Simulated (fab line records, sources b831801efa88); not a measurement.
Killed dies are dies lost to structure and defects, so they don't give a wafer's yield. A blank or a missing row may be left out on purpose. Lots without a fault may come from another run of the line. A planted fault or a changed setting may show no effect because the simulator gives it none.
Which tool did it? | flow gf180mcu | 24 lots, 72 wafers sampled, at 6 steps of a route of 602

WHAT THE GAUGES READ, wafer by wafer
GF_HV_LDD_OVL_MEAS_20. Usual: HV_LDD_01_OVL -0.2 nm, standard deviation 1.6.
lot  | measured     | on         | HV_LDD_01_OVL (nm) | flag
L074 | day 10 17:53 | overlay-02 | 1.8 1.4 1.6        |
L075 | day 11 01:50 | overlay-02 | 1.8 2.2 1.1        |
L076 | day 11 06:53 | overlay-01 | -2.3 -1.9 -2.1     |
L077 | day 11 15:29 | overlay-01 | -1.4 -0.2 -1.4     |
L078 | day 11 23:03 | overlay-01 | 2.1 1.3 2.1        |
L079 | day 12 09:11 | overlay-01 | -1.0 -2.0 -1.3     |
L080 | day 12 16:30 | overlay-02 | 0.1 0.5 -0.1       |
L081 | day 12 20:14 | overlay-01 | -0.3 -0.6 -1.1     |
L082 | day 13 04:17 | overlay-01 | 0.5 -0.8 -0.8      |
L083 | day 13 12:29 | overlay-02 | -3.1 -1.6 -3.0     |
L084 | day 14 00:15 | overlay-01 | -1.5 -1.8 -1.7     |
L085 | day 14 06:41 | overlay-01 | 0.7 1.1 0.1        |
L086 | day 14 13:47 | overlay-02 | 1.7 -0.1 0.7       |
L087 | day 14 17:59 | overlay-01 | -1.7 -1.7 -0.8     |
L088 | day 15 03:41 | overlay-01 | -0.9 -1.3 -2.5     |
L089 | day 15 12:32 | overlay-02 | 2.8 3.5 3.1        |
L090 | day 15 15:32 | overlay-01 | 0.2 0.8 -0.8       |
L091 | day 15 23:08 | overlay-02 | 0.4 1.1 1.7        |
L092 | day 16 11:48 | overlay-01 | -1.2 0.6 -1.1      |
L093 | day 16 15:08 | overlay-02 | 0.5 -0.9 -0.3      |
L095 | day 17 13:08 | overlay-02 | 0.1 0.6 -0.9       |
L094 | day 17 13:50 | overlay-01 | -0.5 -1.0 -1.9     |
L096 | day 17 13:53 | overlay-02 | 1.6 2.5 0.2        |
L097 | day 17 23:39 | overlay-02 | 0.3 -0.4 0.3       |

GF_M1_THK_MEAS_06: measures by xrf. Usual: M1_ALCU_THK 454 nm, standard deviation 4.6.
lot  | measured     | on            | M1_ALCU_THK (nm) | flag
L074 | day 16 01:10 | film_metro-01 | 446 453 447      |
L075 | day 16 10:46 | film_metro-02 | 461 464 463      |
L076 | day 16 17:52 | film_metro-01 | 459 460 455      |
L077 | day 17 05:06 | film_metro-01 | 458 457 460      |
L078 | day 17 12:52 | film_metro-02 | 448 448 446      |
L079 | day 18 00:35 | film_metro-02 | 453 456 456      |
L080 | day 18 08:05 | film_metro-03 | 452 457 451      |
L081 | day 18 16:03 | film_metro-01 | 464 461 457      |
L082 | day 18 23:41 | film_metro-02 | 453 456 454      |
L083 | day 19 08:19 | film_metro-03 | 455 454 452      |
L084 | day 19 22:01 | film_metro-01 | 454 451 453      |
L085 | day 20 08:07 | film_metro-02 | 448 450 450      |
L086 | day 20 12:26 | film_metro-01 | 456 461 459      |
L087 | day 20 19:33 | film_metro-03 | 449 457 459      |
L088 | day 21 08:14 | film_metro-03 | 454 455 459      |
L089 | day 21 13:44 | film_metro-02 | 459 455 453      |
L090 | day 21 18:58 | film_metro-01 | 458 457 453      |
L091 | day 22 05:19 | film_metro-01 | 454 454 459      |
L092 | day 22 16:38 | film_metro-02 | 455 443 453      |
L093 | day 22 22:08 | film_metro-03 | 449 457 457      |
L095 | day 23 18:28 | film_metro-03 | 450 452 451      |
L094 | day 23 20:51 | film_metro-02 | 457 454 453      |
L096 | day 23 21:44 | film_metro-03 | 447 443 447      |
L097 | day 24 06:02 | film_metro-01 | 448 446 452      |

GF_V4_THK_MEAS_03. Usual: V4_CVD_02_THK 850 nm, standard deviation 11.
lot  | measured     | on            | V4_CVD_02_THK (nm) | flag
L074 | day 23 08:41 | film_metro-02 | 846 865 849        |
L075 | day 23 17:38 | film_metro-03 | 830 847 856        |
L076 | day 24 00:31 | film_metro-04 | 858 857 861        |
L077 | day 24 11:32 | film_metro-03 | 852 856 864        |
L078 | day 24 19:55 | film_metro-04 | 843 837 846        |
L079 | day 25 07:04 | film_metro-03 | 848 829 840        |
L080 | day 25 13:19 | film_metro-03 | 847 866 854        |
L081 | day 25 20:35 | film_metro-02 | 839 838 859        |
L082 | day 26 02:31 | film_metro-03 | 845 839 867        |
L083 | day 26 09:04 | film_metro-03 | 841 837 839        |
L084 | day 26 20:22 | film_metro-03 | 845 856 841        |
L085 | day 27 04:49 | film_metro-04 | 858 841 867        |
L086 | day 27 11:17 | film_metro-03 | 846 839 862        |
L087 | day 27 17:20 | film_metro-03 | 831 848 860        |
L088 | day 28 01:26 | film_metro-02 | 839 848 841        |
L089 | day 28 07:01 | film_metro-02 | 851 844 870        |
L090 | day 28 10:35 | film_metro-03 | 838 853 859        |
L091 | day 28 18:43 | film_metro-04 | 830 857 845        |
L092 | day 29 09:40 | film_metro-03 | 844 863 877        |
L093 | day 29 08:23 | film_metro-02 | 843 846 865        |
L095 | day 30 02:38 | film_metro-04 | 856 852 866        |
L094 | day 30 04:18 | film_metro-04 | 836 866 856        |
L096 | day 30 07:56 | film_metro-04 | 842 833 844        |
L097 | day 30 13:26 | film_metro-03 | 825 854 841        |

GF_PASSIVATION_THK_MEAS_01. Usual: PASSIVATION_CVD_00_THK 1005 nm, standard deviation 14.
lot  | measured     | on            | PASSIVATION_CVD_00_THK (nm) | flag
L074 | day 28 01:23 | film_metro-03 | 994 1009 1018               |
L075 | day 28 09:33 | film_metro-03 | 978 1001 1007               |
L076 | day 28 16:44 | film_metro-04 | 990 1010 1026               |
L077 | day 29 01:08 | film_metro-03 | 995 1003 1001               |
L078 | day 29 07:01 | film_metro-03 | 1018 1001 1011              |
L079 | day 29 18:07 | film_metro-02 | 1023 1015 1012              |
L080 | day 29 23:08 | film_metro-04 | 993 1006 1014               |
L081 | day 30 06:23 | film_metro-03 | 1009 1004 1025              |
L082 | day 30 11:44 | film_metro-03 | 1008 1005 1019              |
L083 | day 30 17:04 | film_metro-03 | 986 1004 993                |
L084 | day 31 03:43 | film_metro-04 | 998 1020 1023               |
L085 | day 31 09:31 | film_metro-03 | 996 1011 1025               |
L086 | day 31 13:19 | film_metro-04 | 983 990 983                 |
L087 | day 31 20:37 | film_metro-02 | 998 1020 1022               |
L088 | day 32 03:58 | film_metro-02 | 1002 987 998                |
L089 | day 32 08:13 | film_metro-04 | 990 977 1018                |
L090 | day 32 11:52 | film_metro-03 | 1009 1001 1005              |
L091 | day 32 19:10 | film_metro-03 | 1004 1029 1012              |
L092 | day 33 06:47 | film_metro-03 | 991 1007 1016               |
L093 | day 33 05:34 | film_metro-04 | 977 1009 1004               |
L095 | day 33 18:57 | film_metro-03 | 987 1000 1004               |
L094 | day 33 23:37 | film_metro-03 | 996 1018 1017               |
L096 | day 34 00:38 | film_metro-04 | 982 994 999                 |
L097 | day 34 06:34 | film_metro-04 | 981 998 997                 |

WHICH TOOL RAN EACH LOT (tool, then ch and the chambers of the sampled wafers, then the start)
lot  | GF_MIM_STRIP_20                      | GF_V5_SPUTTER_22
L074 | plasma_asher-03 ch 0,1, day 25 06:11 | pvd_sputter-03, day 27 03:02
L075 | plasma_asher-02 ch 0,1, day 25 15:59 | pvd_sputter-04, day 27 12:22
L076 | plasma_asher-04 ch 0,1, day 25 23:04 | pvd_sputter-02, day 27 19:07
L077 | plasma_asher-03 ch 0, day 26 07:40   | pvd_sputter-02, day 28 03:42
L078 | plasma_asher-03 ch 0,1, day 26 16:07 | pvd_sputter-04, day 28 10:12
L079 | plasma_asher-04 ch 0,1, day 27 02:46 | pvd_sputter-02, day 28 21:29
L080 | plasma_asher-02 ch 0,1, day 27 08:41 | pvd_sputter-04, day 29 02:22
L081 | plasma_asher-04 ch 0,1, day 27 16:16 | pvd_sputter-03, day 29 10:12
L082 | plasma_asher-03 ch 0,1, day 27 22:17 | pvd_sputter-03, day 29 15:43
L083 | plasma_asher-02 ch 0,1, day 28 04:10 | pvd_sputter-04, day 29 21:55
L084 | plasma_asher-02 ch 0,1, day 28 15:01 | pvd_sputter-03, day 30 07:44
L085 | plasma_asher-02 ch 0, day 28 22:50   | pvd_sputter-03, day 30 14:38
L086 | plasma_asher-04 ch 0,1, day 29 03:38 | pvd_sputter-02, day 30 18:34
L087 | plasma_asher-02 ch 0,1, day 29 11:10 | pvd_sputter-02, day 31 02:01
L088 | plasma_asher-02 ch 0,1, day 29 18:00 | pvd_sputter-03, day 31 09:16
L089 | plasma_asher-03 ch 0,1, day 29 23:53 | pvd_sputter-04, day 31 14:27
L090 | plasma_asher-04 ch 0,1, day 30 02:43 | pvd_sputter-04, day 31 16:52
L091 | plasma_asher-04 ch 0,1, day 30 11:29 | pvd_sputter-02, day 32 01:07
L092 | plasma_asher-02 ch 0,1, day 31 00:33 | pvd_sputter-02, day 32 12:57
L093 | plasma_asher-02 ch 0,1, day 30 22:54 | pvd_sputter-03, day 32 11:52
L095 | plasma_asher-02 ch 0,1, day 31 15:38 | pvd_sputter-02, day 33 02:34
L094 | plasma_asher-03 ch 0,1, day 31 18:08 | pvd_sputter-02, day 33 06:33
L096 | plasma_asher-03 ch 0,1, day 31 21:14 | pvd_sputter-02, day 33 08:06
L097 | plasma_asher-03 ch 0,1, day 32 03:00 | pvd_sputter-02, day 33 13:31
- GF_MIM_STRIP_20: strips in O2/N2.
- GF_V5_SPUTTER_22: material TiN, target thk 10 nm, time 40 s.

WHAT THE TOOLS THEMSELVES READ (means of the sampled wafers that have a number; where no wafer has one, the mark that the record gives instead)
GF_MIM_STRIP_20. Usual: drypump_motor_current_A 5.7 A, standard deviation 0.41; heater_power_w 340 W, standard deviation 34; oes_product_au 0.691 a.u., standard deviation 0.0053; strip_time_to_endpoint_s 11.22 s, standard deviation 0.042.
lot  | tool            | drypump_motor_current_A (A) | heater_power_w (W) | oes_product_au (a.u.) | strip_time_to_endpoint_s (s) | flag
L074 | plasma_asher-03 | 5.4                         | 384                | 0.687                 | 11.22                        |
L075 | plasma_asher-02 | 5.9                         | 317                | 0.695                 | 11.21                        |
L076 | plasma_asher-04 | 6.1                         | 313                | 0.694                 | 11.25                        |
L077 | plasma_asher-03 | 5.3                         | 399                | 0.694                 | 11.21                        |
L078 | plasma_asher-03 | 5.6                         | 381                | 0.684                 | 11.15                        |
L079 | plasma_asher-04 | 5.7                         | 312                | 0.699                 | 11.28                        |
L080 | plasma_asher-02 | 5.7                         | 323                | 0.690                 | 11.21                        |
L081 | plasma_asher-04 | 6.1                         | 314                | 0.686                 | 11.20                        |
L082 | plasma_asher-03 | 5.4                         | 383                | 0.692                 | 11.22                        |
L083 | plasma_asher-02 | 5.9                         | 314                | 0.694                 | 11.22                        |
L084 | plasma_asher-02 | 5.7                         | 321                | 0.692                 | 11.23                        |
L085 | plasma_asher-02 | 6.0                         | 309                | 0.695                 | 11.24                        |
L086 | plasma_asher-04 | 5.7                         | 308                | 0.686                 | 11.19                        |
L087 | plasma_asher-02 | 5.8                         | 327                | 0.695                 | 11.25                        |
L088 | plasma_asher-02 | 5.9                         | 318                | 0.694                 | 11.22                        |
L089 | plasma_asher-03 | 5.6                         | 382                | 0.690                 | 11.22                        |
L090 | plasma_asher-04 | 6.1                         | 319                | 0.686                 | 11.20                        |
L091 | plasma_asher-04 | 6.1                         | 319                | 0.691                 | 11.25                        |
L092 | plasma_asher-02 | 5.9                         | 321                | 0.689                 | 11.26                        |
L093 | plasma_asher-02 | 5.9                         | 314                | 0.691                 | 11.23                        |
L095 | plasma_asher-02 | 5.9                         | 317                | 0.686                 | 11.12                        |
L094 | plasma_asher-03 | 5.4                         | 391                | 0.694                 | 11.20                        |
L096 | plasma_asher-03 | 5.4                         | 388                | 0.692                 | 11.20                        |
L097 | plasma_asher-03 | 5.6                         | 377                | 0.691                 | 11.20                        |

GF_V5_SPUTTER_22. Usual: throttle_valve_pct 30.2 %, standard deviation 1.6.
lot  | tool           | throttle_valve_pct (%) | flag
L074 | pvd_sputter-03 | 28.9                   |
L075 | pvd_sputter-04 | 29.7                   |
L076 | pvd_sputter-02 | 30.5                   |
L077 | pvd_sputter-02 | 32.3                   |
L078 | pvd_sputter-04 | 29.6                   |
L079 | pvd_sputter-02 | 30.8                   |
L080 | pvd_sputter-04 | 29.1                   |
L081 | pvd_sputter-03 | 29.0                   |
L082 | pvd_sputter-03 | 29.6                   |
L083 | pvd_sputter-04 | 30.3                   |
L084 | pvd_sputter-03 | 28.9                   |
L085 | pvd_sputter-03 | 29.0                   |
L086 | pvd_sputter-02 | 31.1                   |
L087 | pvd_sputter-02 | 31.0                   |
L088 | pvd_sputter-03 | 29.6                   |
L089 | pvd_sputter-04 | 29.0                   |
L090 | pvd_sputter-04 | 29.2                   |
L091 | pvd_sputter-02 | 32.2                   |
L092 | pvd_sputter-02 | 31.4                   |
L093 | pvd_sputter-03 | 30.1                   |
L095 | pvd_sputter-02 | 31.1                   |
L094 | pvd_sputter-02 | 30.8                   |
L096 | pvd_sputter-02 | 31.1                   |
L097 | pvd_sputter-02 | 32.8                   |

THE ANSWER, worked out from the rows above alone
Rule: a lot is off if the mean of its wafers that have a number lies more than 3 standard deviations from the usual mean. A lot without any number at a reading at which 4 lots or more have one is off too. The other lots that the step has rows for count as sound. The gauges are gone through in route order, then the tools' own readings, and for those a lot's mean is taken as printed above. The first step at which some lot is off is used, and at that step the reading that is off furthest; a lot without a number counts as furthest.
No lot is off at any reading shown: from this, nothing can be told.

WHAT THE SIMULATOR HAD PUT IN
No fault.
